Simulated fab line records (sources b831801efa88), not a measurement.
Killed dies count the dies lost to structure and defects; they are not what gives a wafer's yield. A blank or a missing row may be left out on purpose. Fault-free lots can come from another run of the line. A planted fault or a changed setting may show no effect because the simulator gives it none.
fab line records | flow gf180mcu
[record] lots = 6 | wafers = 16 | lastDay = 34
route steps=602 shown M1@334 V1@335
lots with no fault: from the same line, run without faults
startH: start of the lot's first displayed wafer, in hours after the record's first day | waitH: how many hours have passed since the lot's step before this one | " same as the row above | L1.1+2: a single row standing in for several wafers | - either no value or no given start | * or withheld: withheld | < > ~ a bound
route shown NAME@n: NAME is a module with steps in the file, n the number in the route of the first one | usual: average and standard deviation across the fault-free wafers | same: alike in all rows | chamber/n: place in a boat | sites: the reading at each site | _std_site: the values' standard deviation | _edge_site: the outer-site mean with the inner-site mean subtracted | radiusMm: for every site, how far away it sits from the centre of the wafer | mask NAME#n: copy n | behind: tool/chamber where the wafer was last shaped | hold: cause of the lot's hold/its duration in hours/its outcome | device: transistor that didn't switch, given as n, p or np | end of line: the tests these same wafers got at the end of their route | where a step has no rows: the recipe by itself | killed: dies lost to structure and defects at the first sort, not the wafer's yield | map: the dies of a wafer, with x for killed, . for not killed, _ for no die there
set.NAME: the setting the step ran with; set.NAME@STEP: the setting that earlier step ran with | model.NAME: the simulator's own value behind a step, which no gauge read
lots at some steps of the route; a table a step, a row a wafer
services: from which hour (startH, from the record's first day; less than 0 if before it) a tool's chamber was out of use, for how many hours, and why
[[steps]]
[step GF_M1_CLEAN_19]
[recipe] chemistry = DIW | dry = n2Spin
[step GF_V1_CVD_00]
[recipe] material = SiO2 | targetThkNm = 600 | sigmaOpenFrac = 0.3 | tempC = 400 | timeS = 100 | sih4FlowSccm = 60 | pressureMtorr = 6
[step GF_V1_THK_MEAS_01]
[recipe] reads = SiO2_of_V1_CVD_00
[usual] V1_CVD_00_THK = 601/9.9
lot.wafer | tool         | chamber | startH | waitH | V1_CVD_00_THK[nm]
L433.2    | filmMetro-01 | -       | 424.39 | 0.0   | 591
L433.3    | "            | -       | "      | "     | 602
L433.6    | "            | -       | "      | "     | 586
L436.1    | filmMetro-01 | -       | 452.12 | 0.0   | 602
L436.2    | "            | -       | "      | "     | 595
L436.4    | "            | -       | "      | "     | 589
L441.5    | filmMetro-02 | -       | 499.61 | 0.0   | 599
L441.6    | "            | -       | "      | "     | 615
L442.5    | filmMetro-01 | -       | 503.38 | 0.0   | 613
L442.6    | "            | -       | "      | "     | 607
L450.1    | filmMetro-03 | -       | 564.05 | 0.0   | 602
L450.2    | "            | -       | "      | "     | 603
L450.6    | "            | -       | "      | "     | 589
L451.1    | filmMetro-03 | -       | 572.26 | 0.0   | 619
L451.2    | "            | -       | "      | "     | 611
L451.4    | "            | -       | "      | "     | 593
[step GF_V1_CVD_02]
[recipe] material = SiO2 | targetThkNm = 850 | precursor = TEOS | tempC = 400 | timeS = 94.851 | rfW = 600
[usual] heaterPowerW = 614/92 | rfFwdPowerW = 596.8/2.1
lot.wafer | tool     | chamber | startH | waitH | heaterPowerW | rfFwdPowerW
L433.2    | pecvd-02 | 0       | 424.44 | 0.0   | 625          | 593.6
L433.3    | "        | 1       | "      | "     | 537          | 595.5
L433.6    | "        | 2       | "      | "     | 650          | 598.7
L436.1    | pecvd-03 | 2       | 452.18 | 0.1   | 626          | 593.7
L436.2    | "        | 0       | "      | "     | 545          | 602.6
L436.4    | "        | 0       | "      | "     | 584          | 598.1
L441.5    | pecvd-02 | 0       | 499.66 | 0.0   | 514          | 596.6
L441.6    | "        | 2       | "      | "     | 666          | 596.7
L442.5    | pecvd-01 | 1       | 503.44 | 0.0   | 794          | 599.8
L442.6    | "        | 0       | "      | "     | 570          | 595.6
L450.1    | pecvd-03 | 2       | 564.11 | 0.1   | 619          | 596.2
L450.2    | "        | 0       | "      | "     | 464          | 599.1
L450.6    | "        | 2       | "      | "     | 499          | 597.7
L451.1    | pecvd-02 | 2       | 572.32 | 0.1   | 684          | 597.7
L451.2    | "        | 0       | "      | "     | 495          | 598.9
L451.4    | "        | 2       | "      | "     | 551          | 596.3
[step GF_V1_THK_MEAS_03]
[recipe] reads = SiO2_of_V1_CVD_02
[usual] V1_CVD_02_THK = 846/13
lot.wafer | tool         | chamber | startH | waitH | V1_CVD_02_THK[nm]
L433.2    | filmMetro-02 | -       | 424.52 | 0.0   | 864
L433.3    | "            | -       | "      | "     | 848
L433.6    | "            | -       | "      | "     | 846
L436.1    | filmMetro-03 | -       | 452.25 | 0.0   | 823
L436.2    | "            | -       | "      | "     | 824
L436.4    | "            | -       | "      | "     | 828
L441.5    | filmMetro-02 | -       | 499.74 | 0.0   | 865
L441.6    | "            | -       | "      | "     | 850
L442.5    | filmMetro-03 | -       | 503.51 | 0.0   | 858
L442.6    | "            | -       | "      | "     | 848
L450.1    | filmMetro-02 | -       | 564.18 | 0.0   | 824
L450.2    | "            | -       | "      | "     | 822
L450.6    | "            | -       | "      | "     | 839
L451.1    | filmMetro-03 | -       | 572.39 | 0.0   | 843
L451.2    | "            | -       | "      | "     | 859
L451.4    | "            | -       | "      | "     | 859
[step GF_V1_CMP_04]
[recipe] material = SiO2 | downForcePsi = 4 | platenRpm = 60 | padVelocityMS = 0.94248
[usual] headPressurePsi = 4.000/0.01 | motorCurrentA = 12.1/1.3 | timeToEndpointS = 79/6.1
lot.wafer | tool   | chamber | startH | waitH | headPressurePsi | motorCurrentA | timeToEndpointS
L433.2    | cmp-01 | 2       | 424.62 | 0.1   | 3.990           | 10.3          | 83
L433.3    | "      | 3       | "      | "     | 4.005           | 12.1          | 75
L433.6    | "      | 1       | "      | "     | 3.991           | 14.0          | 77
L436.2    | cmp-01 | 0       | 452.36 | 0.1   | 3.993           | 11.7          | 65
L436.4    | "      | 1       | "      | "     | 4.020           | 13.8          | 67
L436.1    | "      | 2       | "      | "     | 4.015           | 10.4          | 63
L441.6    | cmp-01 | 2       | 499.96 | 0.2   | 4.002           | 9.8           | 78
L441.5    | "      | 3       | "      | "     | 4.016           | 13.0          | 82
L442.6    | cmp-01 | 1       | 503.73 | 0.2   | 4.025           | 14.4          | 79
L442.5    | "      | 2       | "      | "     | 4.006           | 10.4          | 82
L450.2    | cmp-02 | 3       | 564.29 | 0.1   | 3.992           | 13.6          | 71
L450.1    | "      | 1       | "      | "     | 4.001           | 11.6          | 74
L450.6    | "      | 3       | "      | "     | 4.012           | 13.3          | 81
L451.2    | cmp-01 | 2       | 572.45 | 0.0   | 3.980           | 10.5          | 83
L451.4    | "      | 3       | "      | "     | 3.990           | 12.2          | 86
L451.1    | "      | 1       | "      | "     | 3.994           | 14.0          | 80
[step GF_V1_BOW_MEAS_05]
[recipe] mode = bow
[usual] V1_BOW = 81/8.2
lot.wafer | tool         | chamber | startH | waitH | V1_BOW[um]
L433.2    | filmMetro-01 | -       | 424.89 | 0.2   | 80
L433.3    | "            | -       | "      | "     | 93
L433.6    | "            | -       | "      | "     | 82
L436.1    | filmMetro-02 | -       | 452.61 | 0.1   | 85
L436.2    | "            | -       | "      | "     | 80
L436.4    | "            | -       | "      | "     | 80
L441.5    | filmMetro-01 | -       | 500.14 | 0.1   | 90
L441.6    | "            | -       | "      | "     | 73
L442.5    | filmMetro-01 | -       | 503.91 | 0.1   | 84
L442.6    | "            | -       | "      | "     | 79
L450.1    | filmMetro-03 | -       | 564.54 | 0.1   | 77
L450.2    | "            | -       | "      | "     | 67
L450.6    | "            | -       | "      | "     | 56
L451.1    | filmMetro-02 | -       | 572.75 | 0.1   | 66
L451.2    | "            | -       | "      | "     | 81
L451.4    | "            | -       | "      | "     | 68
[step GF_V1_DEHYDRATE_06]
[recipe] tempC = 200 | timeS = 60
[step GF_V1_HMDS_07]
[recipe] primeTimeS = 60 | primeTempC = 120
[step GF_V1_COAT_08]
[recipe] resist = BARC | tempC = withheld | timeS = withheld | spinRpm = withheld | resistThkNm = withheld
[step GF_V1_COAT_09]
[recipe] resist = KrF | spinRpm = withheld | resistThkNm = 1000
[step GF_V1_SOFTBAKE_10]
[recipe] tempC = 130 | timeS = 60 | resist = KrF
[step GF_V1_EXPOSE_11]
[recipe] maskId = Via1 | targetCdNm = 260 | na = 0.68 | sourceShape = conventional | sigmaOuter = 0.6 | doseMj = 38
lot.wafer  | tool          | chamber | startH | waitH | mask
L433.2+3+6 | krfScanner-01 | 0       | 437.52 | -     | Via1#0
L436.1+2+4 | krfScanner-02 | 0       | 465.18 | -     | Via1#0
L441.5+6   | krfScanner-02 | 0       | 512.08 | -     | Via1#0
L442.5+6   | krfScanner-02 | 0       | 515.63 | -     | Via1#0
L450.1+2+6 | krfScanner-02 | 0       | 575.58 | -     | Via1#0
L451.1+2+4 | krfScanner-01 | 0       | 583.83 | -     | Via1#0
[step GF_V1_PEB_12]
[recipe] pebTempC = 135 | pebTimeS = 90 | resist = KrF
[step GF_V1_DEVELOP_13]
[recipe] developTimeS = 60 | resist = KrF | devTempC = 21
[step GF_V1_CD_MEAS_14]
[recipe] targetCdNm = 260
[usual] cdNm = 260.4/1.3
lot.wafer | tool     | chamber | startH | waitH | cdNm
L433.2    | cdSem-02 | -       | 449.22 | 0.1   | 258.0
L433.3    | "        | -       | "      | "     | 258.1
L433.6    | "        | -       | "      | "     | 259.3
L436.1    | cdSem-02 | -       | 477.30 | 0.1   | 260.8
L436.2    | "        | -       | "      | "     | 259.2
L436.4    | "        | -       | "      | "     | 260.5
L441.5    | cdSem-01 | -       | 523.78 | 0.1   | 262.8
L441.6    | "        | -       | "      | "     | 260.1
L442.5    | cdSem-01 | -       | 526.58 | 0.1   | 262.1
L442.6    | "        | -       | "      | "     | 258.9
L450.1    | cdSem-01 | -       | 586.15 | 0.1   | 260.9
L450.2    | "        | -       | "      | "     | 261.2
L450.6    | "        | -       | "      | "     | 260.8
L451.1    | cdSem-01 | -       | 594.35 | 0.1   | 259.5
L451.2    | "        | -       | "      | "     | 259.4
L451.4    | "        | -       | "      | "     | 260.9
[step GF_V1_OVL_MEAS_15]
[usual] V1_OVL = -1/5.4
lot.wafer | tool       | chamber | startH | waitH | V1_OVL[nm]
L433.2    | overlay-01 | -       | 449.33 | 0.1   | 8
L433.3    | "          | -       | "      | "     | 6
L433.6    | "          | -       | "      | "     | 12
L436.1    | overlay-02 | -       | 477.42 | 0.1   | 0
L436.2    | "          | -       | "      | "     | -5
L436.4    | "          | -       | "      | "     | -1
L441.5    | overlay-02 | -       | 523.85 | 0.0   | -8
L441.6    | "          | -       | "      | "     | -5
L442.5    | overlay-01 | -       | 526.64 | 0.0   | -17
L442.6    | "          | -       | "      | "     | -17
L450.1    | overlay-02 | -       | 586.27 | 0.1   | 4
L450.2    | "          | -       | "      | "     | 0
L450.6    | "          | -       | "      | "     | -5
L451.1    | overlay-01 | -       | 594.47 | 0.1   | 4
L451.2    | "          | -       | "      | "     | -6
L451.4    | "          | -       | "      | "     | -7
[step GF_V1_ETCH_16]
[recipe] chemistry = N2/H2 | targetDepthA = withheld | overetchA = withheld | timeS = withheld | target = BARC | ionEnergyEv = 200 | sourceW = 500 | biasW = 100 | pressureMtorr = 30 | n2FlowSccm = 100 | h2FlowSccm = 200
[usual] drypumpMotorCurrentA = 5.6/0.37 | oesProductAu = 0.855/0.0052 | rfFwdPowerW = 493.7/2.3 | throttleValvePct = 13.226/0.0078
lot.wafer | tool       | chamber | startH | waitH | drypumpMotorCurrentA | oesProductAu | rfFwdPowerW | throttleValvePct | model.V1.cdNm
L433.2    | rieDiel-02 | 2       | 449.36 | 0.0   | 6.4                  | 0.857        | 493.0       | 13.219           | 257.6
L433.3    | "          | 1       | "      | "     | 5.3                  | 0.863        | 495.6       | 13.223           | 258.3
L433.6    | "          | 2       | "      | "     | 6.4                  | 0.852        | 491.9       | 13.233           | 259
L436.1    | rieDiel-01 | 1       | 477.45 | 0.0   | 5.6                  | 0.854        | 496.3       | 13.232           | 261.4
L436.2    | "          | 2       | "      | "     | 5.5                  | 0.860        | 494.7       | 13.242           | 258.6
L436.4    | "          | 3       | "      | "     | 6.1                  | 0.851        | 491.6       | 13.241           | 259.5
L441.5    | rieDiel-04 | 2       | 523.88 | 0.0   | 5.6                  | 0.843        | 493.1       | 13.222           | 261.9
L441.6    | "          | 1       | "      | "     | 5.5                  | 0.862        | 486.2       | 13.231           | 258.6
L442.5    | rieDiel-01 | 0       | 526.67 | 0.0   | 5.1                  | 0.855        | 494.8       | 13.230           | 260.7
L442.6    | "          | 3       | "      | "     | 6.1                  | 0.857        | 494.7       | 13.227           | 258.1
L450.1    | rieDiel-04 | 2       | 586.31 | 0.0   | 5.6                  | 0.856        | 492.6       | 13.221           | 261.2
L450.2    | "          | 3       | "      | "     | 5.5                  | 0.855        | 490.7       | 13.218           | 261.6
L450.6    | "          | 2       | "      | "     | 5.6                  | 0.856        | 489.4       | 13.230           | 261.5
L451.1    | rieDiel-04 | 0       | 594.51 | 0.0   | 5.3                  | 0.847        | 491.1       | 13.224           | 258.6
L451.2    | "          | 3       | "      | "     | 5.5                  | 0.855        | 493.1       | 13.220           | 259.3
L451.4    | "          | 1       | "      | "     | 5.5                  | 0.856        | 490.3       | 13.217           | 259.8
[step GF_V1_ETCH_17]
[recipe] chemistry = C4F8/O2/Ar | maskMaterial = KrF | target = SiO2 | stopOn = TiN | sourceW = 1500 | biasW = 1200 | pressureMtorr = 40 | c4f8FlowSccm = withheld | O2_flow_sccm = 6 | Ar_flow_sccm = 300 | timeS = withheld | targetDepthA = 6300
[usual] oesProductAu = 0.856/0.0043 | rfFwdPowerW = 1491/5.3
lot.wafer | tool       | chamber | startH | waitH | oesProductAu | rfFwdPowerW | model.V1.cdNm
L433.2    | rieDiel-02 | 2       | -      | -     | 0.851        | 1496        | 257.7
L433.3    | "          | 1       | "      | "     | 0.859        | 1500        | 257.5
L433.6    | "          | 2       | "      | "     | 0.858        | 1501        | 259.1
L436.1    | rieDiel-01 | 1       | -      | -     | 0.856        | 1497        | 262.4
L436.2    | "          | 2       | "      | "     | 0.853        | 1496        | 259
L436.4    | "          | 3       | "      | "     | 0.852        | 1495        | 258.3
L441.5    | rieDiel-04 | 2       | -      | -     | 0.857        | 1485        | 260.9
L441.6    | "          | 1       | "      | "     | 0.861        | 1487        | 259.2
L442.5    | rieDiel-01 | 0       | -      | -     | 0.854        | 1492        | 261
L442.6    | "          | 3       | "      | "     | 0.857        | 1484        | 256.9
L450.1    | rieDiel-04 | 2       | -      | -     | 0.853        | 1485        | 261.4
L450.2    | "          | 3       | "      | "     | 0.863        | 1493        | 262.2
L450.6    | "          | 2       | "      | "     | 0.861        | 1485        | 261.1
L451.1    | rieDiel-04 | 0       | -      | -     | 0.859        | 1486        | 256.9
L451.2    | "          | 3       | "      | "     | 0.855        | 1485        | 259.5
L451.4    | "          | 1       | "      | "     | 0.859        | 1492        | 260.1
[step GF_V1_STRIP_18]
[recipe] chemistry = O2/N2 | powerW = 1400 | pressureMtorr = 1500 | platenTempC = 250 | o2FlowSccm = 3000 | n2FlowSccm = 300 | overashFraction = 0.5
[usual] drypumpMotorCurrentA = 5.7/0.51 | heaterPowerW = 320/14 | oesProductAu = 0.593/0.0051
lot.wafer | tool           | chamber | startH | waitH | drypumpMotorCurrentA | heaterPowerW | oesProductAu | rfHoursCounterH
L433.2    | plasmaAsher-03 | 1       | 449.49 | -     | 5.8                  | 315          | 0.595        | 2
L433.3    | "              | 0       | "      | "     | 6.0                  | 319          | 0.598        | -
L433.6    | "              | 1       | "      | "     | 5.8                  | 300          | 0.593        | -
L436.1    | plasmaAsher-02 | 0       | 477.58 | -     | 5.6                  | 342          | 0.599        | 67
L436.2    | "              | 1       | "      | "     | 5.6                  | 349          | 0.589        | 67
L436.4    | "              | 0       | "      | "     | 5.6                  | 343          | 0.596        | -
L441.5    | plasmaAsher-04 | 0       | 524.05 | -     | 6.2                  | 332          | 0.591        | -
L441.6    | "              | 1       | "      | "     | 4.9                  | 305          | 0.585        | -
L442.5    | plasmaAsher-04 | 0       | 526.85 | -     | 6.2                  | 335          | 0.596        | -
L442.6    | "              | 1       | "      | "     | 4.9                  | 302          | 0.596        | -
L450.1    | plasmaAsher-04 | 0       | 586.43 | -     | 6.3                  | 331          | 0.587        | 51
L450.2    | "              | 1       | "      | "     | 4.9                  | 295          | 0.599        | 51
L450.6    | "              | 0       | "      | "     | 6.2                  | 334          | 0.595        | -
L451.1    | plasmaAsher-03 | 1       | 594.63 | -     | 5.8                  | 318          | 0.592        | 16
L451.2    | "              | 0       | "      | "     | 6.0                  | 314          | 0.601        | 16
L451.4    | "              | 0       | "      | "     | 6.0                  | 312          | 0.589        | -
[[services]]
tool           | chamber | startH | hours | kind
cmp-01         | -       | 404.00 | 4.0   | pm
krfScanner-01  | -       | 404.34 | 4.4   | pm
krfScanner-01  | -       | 416.09 | 0.8   | pm
plasmaAsher-04 | -       | 416.50 | 0.6   | repair
plasmaAsher-03 | -       | 421.25 | 9.0   | pm
plasmaAsher-03 | -       | 424.39 | 1.2   | repair
rieDiel-01     | 1       | 424.45 | 14.7  | repair
pecvd-03       | 2       | 431.83 | 14.3  | repair
pecvd-02       | 0       | 441.99 | 4.9   | repair
pecvd-02       | -       | 455.02 | 0.7   | repair
cmp-01         | -       | 472.05 | 0.4   | repair
cmp-01         | -       | 476.36 | 2.2   | repair
krfScanner-02  | -       | 494.77 | 1.0   | pm
krfScanner-02  | -       | 495.77 | 4.0   | pm
rieDiel-01     | 0       | 526.88 | 5.7   | repair
krfScanner-02  | -       | 530.90 | 0.8   | pm
krfScanner-02  | -       | 543.97 | 1.3   | pm
plasmaAsher-04 | -       | 552.38 | 2.8   | pm
pecvd-02       | -       | 553.20 | 0.3   | repair
rieDiel-01     | -       | 558.27 | 2.8   | pm
pecvd-02       | -       | 560.18 | 3.0   | repair
krfScanner-02  | -       | 561.37 | 9.4   | repair
cmp-01         | -       | 564.45 | 3.0   | repair
rieDiel-04     | 1       | 579.18 | 6.6   | repair
[[key]]
firstSign none at tools or gauges
[modelEffect] step = GF_V1_ETCH_16 | value = V1.cdNm | without = 258.5 | struck = 261.3
[modelEffect] step = GF_V1_ETCH_17 | value = V1.cdNm | without = 258.2 | struck = 260.9
metAt GF_V1_EXPOSE_11
struckWafers L441.5,L442.5
onsetBetween 465.18 512.08
[fault] kind = processParameterDrift | tool = krfScanner-02 | chamber = - | onsetH = 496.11 | steps = GF_V1_EXPOSE_11 | channel = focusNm | offset = 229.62 | shape = step | endH = 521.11 | scope = struckWafersOnly
